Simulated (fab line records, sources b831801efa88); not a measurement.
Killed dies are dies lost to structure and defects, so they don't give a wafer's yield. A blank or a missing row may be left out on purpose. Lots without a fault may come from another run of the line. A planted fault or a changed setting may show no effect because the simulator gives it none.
Which tool did it? | flow gf180mcu | 14 lots, 42 wafers sampled, at 3 steps of a route of 602

WHAT THE GAUGES READ, wafer by wafer
GF_HV_LDD_CD_MEAS_46: target cd 400 nm. Usual: cd_nm 400.2 nm, standard deviation 1.8.
lot  | measured     | on        | cd_nm (nm)        | flag
L861 | day 12 15:35 | cd_sem-02 | 401.9 401.4 399.4 |
L862 | day 12 19:41 | cd_sem-02 | 400.0 399.3 399.0 |
L863 | day 13 09:20 | cd_sem-02 | 400.4 402.1 400.0 |
L864 | day 14 01:18 | cd_sem-01 | 397.9 399.4 398.4 |
L865 | day 14 07:53 | cd_sem-01 | 398.0 399.4 401.3 |
L866 | day 14 20:25 | cd_sem-01 | 399.7 398.8 399.1 |
L868 | day 15 01:35 | cd_sem-01 | 401.2 400.8 399.8 |
L867 | day 15 05:21 | cd_sem-01 | 401.2 400.8 398.1 |
L869 | day 15 11:51 | cd_sem-02 | 403.7 402.4 400.7 |
L875 | day 17 09:22 | cd_sem-01 | 399.6 399.1 398.9 |
L878 | day 18 08:40 | cd_sem-01 | 400.8 400.0 399.6 |
L880 | day 19 07:27 | cd_sem-01 | 397.9 398.0 396.2 |
L883 | day 20 12:37 | cd_sem-01 | 401.4 402.9 401.0 |
L884 | day 20 10:59 | cd_sem-01 | 402.9 404.7 402.4 |

GF_PSD_TW_MEAS_11. Usual: PSD_TW 3190, standard deviation 16.
lot  | measured     | on            | PSD_TW         | flag
L861 | day 14 11:46 | film_metro-03 | 3209 3207 3209 |
L862 | day 14 16:47 | film_metro-02 | 3202 3195 3188 |
L863 | day 15 07:32 | film_metro-03 | 3184 3181 3206 |
L864 | day 15 22:38 | film_metro-03 | 3213 3198 3217 |
L865 | day 16 07:38 | film_metro-03 | 3211 3224 3225 |
L866 | day 16 20:56 | film_metro-03 | 3211 3219 3211 |
L868 | day 17 01:54 | film_metro-01 | 3158 3179 3174 |
L867 | day 17 05:59 | film_metro-02 | 3187 3195 3188 |
L869 | day 17 12:41 | film_metro-02 | 3180 3177 3182 |
L875 | day 19 14:10 | film_metro-02 | 3178 3187 3172 |
L878 | day 20 15:10 | film_metro-01 | 3162 3176 3163 |
L880 | day 21 15:14 | film_metro-01 | 3174 3165 3173 |
L883 | day 22 17:14 | film_metro-01 | 3170 3164 3165 |
L884 | day 22 15:33 | film_metro-03 | 3200 3195 3186 |

WHICH TOOL RAN EACH LOT (tool, then ch and the chambers of the sampled wafers, then the start)
lot  | GF_DUAL_GATE_DEVELOP_10
L861 | litho_track-01 ch 0, day 8 10:41
L862 | litho_track-04 ch 0, day 8 16:35
L863 | litho_track-04 ch 0, day 9 04:57
L864 | litho_track-01 ch 0, day 9 17:24
L865 | litho_track-01 ch 0, day 9 23:41
L866 | litho_track-01 ch 0, day 10 11:03
L868 | litho_track-04 ch 0, day 10 15:11
L867 | litho_track-01 ch 0, day 10 16:47
L869 | litho_track-04 ch 0, day 10 23:50
L875 | litho_track-04 ch 0, day 12 14:35
L878 | litho_track-04 ch 0, day 13 11:08
L880 | litho_track-03 ch 0, day 14 02:01
L883 | litho_track-03 ch 0, day 15 03:49
L884 | litho_track-03 ch 0, day 15 04:10
- GF_DUAL_GATE_DEVELOP_10: develop time 60 s.

WHAT THE TOOLS THEMSELVES READ (means of the sampled wafers that have a number; where no wafer has one, the mark that the record gives instead)
GF_DUAL_GATE_DEVELOP_10. Usual: developer_temp_C 23.00 C, standard deviation 0.12.
lot  | tool           | developer_temp_C (C) | flag
L861 | litho_track-01 | 22.96                |
L862 | litho_track-04 | 22.95                |
L863 | litho_track-04 | 23.03                |
L864 | litho_track-01 | 23.04                |
L865 | litho_track-01 | 23.06                |
L866 | litho_track-01 | 23.04                |
L868 | litho_track-04 | 22.88                |
L867 | litho_track-01 | 23.01                |
L869 | litho_track-04 | 22.96                |
L875 | litho_track-04 | 25.35                | OFF
L878 | litho_track-04 | 25.30                | OFF
L880 | litho_track-03 | 22.91                |
L883 | litho_track-03 | 22.93                |
L884 | litho_track-03 | 23.13                |

THE ANSWER, worked out from the rows above alone
Rule: a lot is off if the mean of its wafers that have a number lies more than 3 standard deviations from the usual mean. A lot without any number at a reading at which 4 lots or more have one is off too. The other lots that the step has rows for count as sound. The gauges are gone through in route order, then the tools' own readings, and for those a lot's mean is taken as printed above. The first step at which some lot is off is used, and at that step the reading that is off furthest; a lot without a number counts as furthest.
Off: L875, L878, at GF_DUAL_GATE_DEVELOP_10 (developer_temp_C).
A tool fits if, at that step or a process step before it, it ran every lot that is off, and no sound lot after the first of them. One fits: litho_track-04 at GF_DUAL_GATE_DEVELOP_10. Its last sound lot is L869 (day 10 23:50), its first lot that is off L875 (day 12 14:35): a fault that began between those two fits.
The tool's own readings at GF_DUAL_GATE_DEVELOP_10 bear it out: on the lots that are off they differ by more than 5 times the standard deviation of the sound lots' means. developer_temp_C reads 25.33 C there against 22.99 C on the sound lots.

WHAT THE SIMULATOR HAD PUT IN
Process parameter drift: litho_track-04, from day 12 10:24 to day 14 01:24, at GF_DUAL_GATE_DEVELOP_10. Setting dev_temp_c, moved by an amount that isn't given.
Lots struck among those shown: L875, L878. The rule above found the same.
